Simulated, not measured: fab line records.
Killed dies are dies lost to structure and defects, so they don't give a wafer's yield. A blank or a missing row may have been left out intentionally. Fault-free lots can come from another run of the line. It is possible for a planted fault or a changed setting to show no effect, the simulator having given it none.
Matching of chambers + flow sfq-line + 4 sister chambers for SFQ_TRILAYER_I1_CMP_CMP_046 on cmp-01
The step polishes SiO2. 7 wafers are shown with their chamber, then 9 later ones without.

== WAFERS PAIRED WITH THEIR CHAMBERS ==
| wafer  | chamber | motor-current-A (A) | time-to-endpoint-s (s) |
|--------|---------|---------------------|------------------------|
| L449.2 | 1       | 10.7                | 219                    |
| L455.1 | 3       | 9.0                 | 216                    |
| L460.1 | 3       | 8.5                 | 220                    |
| L460.4 | 2       | 11.3                | 211                    |
| L462.3 | 0       | 11.4                | 221                    |
| L462.2 | 2       | 11.1                | 226                    |
| L462.5 | 0       | 10.9                | 235                    |

== WAFERS WHOSE CHAMBER IS MISSING ==
| wafer  | motor-current-A (A) | time-to-endpoint-s (s) |
|--------|---------------------|------------------------|
| L463.3 | 11.3                | 200                    |
| L463.4 | 11.8                | 205                    |
| L463.5 | 8.8                 | 229                    |
| L465.2 | 11.0                | 216                    |
| L465.3 | 9.0                 | 205                    |
| L465.4 | 11.2                | 218                    |
| L467.2 | 8.6                 | 219                    |
| L467.4 | 10.9                | 207                    |
| L467.5 | 11.2                | 216                    |

== EACH ONE'S CHAMBER ==
| wafer  | from the rows above          | in truth |
|--------|------------------------------|----------|
| L463.3 | can't be placed: 2 or 1 or 0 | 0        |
| L463.4 | can't be placed: 2 or 0 or 1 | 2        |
| L463.5 | 3                            | 3        |
| L465.2 | can't be placed: 2 or 1 or 0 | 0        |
| L465.3 | 3                            | 3        |
| L465.4 | can't be placed: 2 or 0 or 1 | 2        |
| L467.2 | 3                            | 3        |
| L467.4 | can't be placed: 1 or 2 or 0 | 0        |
| L467.5 | can't be placed: 2 or 0 or 1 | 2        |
Correct placement for 3 of the 9. Not placeable from these rows: 6 (in 6, the candidates include the true chamber). Number placed wrongly: 0.
How it was worked out, from the rows above alone: a wafer's distance from a chamber is the root of the sum, over the readings, of the square of ((its reading less the chamber's mean) divided by the reading's scatter). If the next closest chamber is less than 2 further off than the closest, the wafer can't be placed; otherwise it belongs to the closest. The mean given for a chamber averages the wafers shown for that chamber. The scatter: the root of (the sum of the squares of (reading less its chamber's mean) over the shown wafers, divided by (wafers less chambers)).
